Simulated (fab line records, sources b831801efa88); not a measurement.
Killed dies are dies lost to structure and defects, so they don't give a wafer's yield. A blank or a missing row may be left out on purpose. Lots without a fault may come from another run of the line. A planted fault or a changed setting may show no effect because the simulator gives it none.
Chamber matching | flow sky130 | SKY_VIA2_CMP_24 on cmp-02: 4 sister chambers
The step polishes, stops on SiO2, t overpolish 20 s, target thk 0 nm. 18 wafers are shown with their chamber, then 9 later ones without.

WAFERS WITH THEIR CHAMBER
wafer  | chamber | motor_current_A (A) | overpolish_run_s (s) | time_to_endpoint_s (s)
L570.2 | 1       | 10.4                | 19.999               | 105.1
L570.3 | 2       | 9.4                 | 20.014               | 100.6
L570.6 | 0       | 10.8                | 19.973               | 104.9
L571.1 | 1       | 9.8                 | 20.008               | 98.6
L571.5 | 2       | 9.1                 | 19.997               | 97.0
L571.6 | 1       | 10.0                | 20.010               | 96.9
L572.1 | 3       | 12.7                | 19.992               | 103.0
L572.4 | 0       | 11.2                | 20.000               | 105.9
L572.5 | 3       | 13.0                | 20.010               | 101.8
L576.1 | 1       | 10.2                | 20.007               | 100.8
L576.3 | 3       | 12.6                | 20.001               | 100.5
L576.6 | 2       | 9.1                 | 20.005               | 99.8
L578.1 | 2       | 9.2                 | 20.018               | 96.2
L578.3 | 0       | 10.5                | 19.995               | 105.1
L578.6 | 3       | 13.0                | 20.017               | 100.0
L579.1 | 3       | 13.6                | 19.991               | 97.2
L579.2 | 1       | 9.8                 | 20.003               | 100.7
L579.3 | 0       | 10.5                | 19.980               | 99.8

SIGNATURES (means of the wafers above)
reading            | chamber 0 | chamber 1 | chamber 2 | chamber 3 | scatter within a chamber
motor_current_A    | 10.750    | 10.040    | 9.200     | 12.980    | 0.301
overpolish_run_s   | 19.98700  | 20.00540  | 20.00850  | 20.00220  | 0.00975
time_to_endpoint_s | 103.925   | 100.420   | 98.400    | 100.500   | 2.59
Rule: a wafer's distance from a chamber is the root of the sum, over the readings, of the square of ((its reading less the chamber's mean) divided by the reading's scatter). The wafer belongs to the nearest chamber; if the next one is less than 2 further off, it can't be placed. The scatter: the root of (the sum of the squares of (reading less its chamber's mean) over the shown wafers, divided by (wafers less chambers)).

WAFERS WITHOUT THEIR CHAMBER
wafer  | motor_current_A (A) | overpolish_run_s (s) | time_to_endpoint_s (s)
L586.2 | 14.1                | 19.993               | 103.7
L586.3 | 10.8                | 19.993               | 107.0
L586.4 | 8.9                 | 19.999               | 106.6
L587.1 | 10.8                | 19.999               | 99.4
L587.4 | 9.4                 | 19.979               | 99.0
L587.6 | 11.0                | 19.977               | 102.1
L592.2 | 10.3                | 19.999               | 105.3
L592.4 | 9.2                 | 19.993               | 101.7
L592.5 | 10.0                | 20.006               | 102.3

WHICH CHAMBER EACH WENT THROUGH
wafer  | from the rows above          | in truth
L586.2 | 3                            | 3
L586.3 | 0                            | 0
L586.4 | can't be placed: 2 or 1      | 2
L587.1 | can't be placed: 0 or 1      | 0
L587.4 | can't be placed: 2 or 1 or 0 | 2
L587.6 | 0                            | 0
L592.2 | can't be placed: 0 or 1      | 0
L592.4 | can't be placed: 2 or 1      | 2
L592.5 | 1                            | 1
Placed correctly: 4 of 9. Can't be placed from these rows: 5 (the true chamber is among the candidates in 5). Placed wrongly: 0.
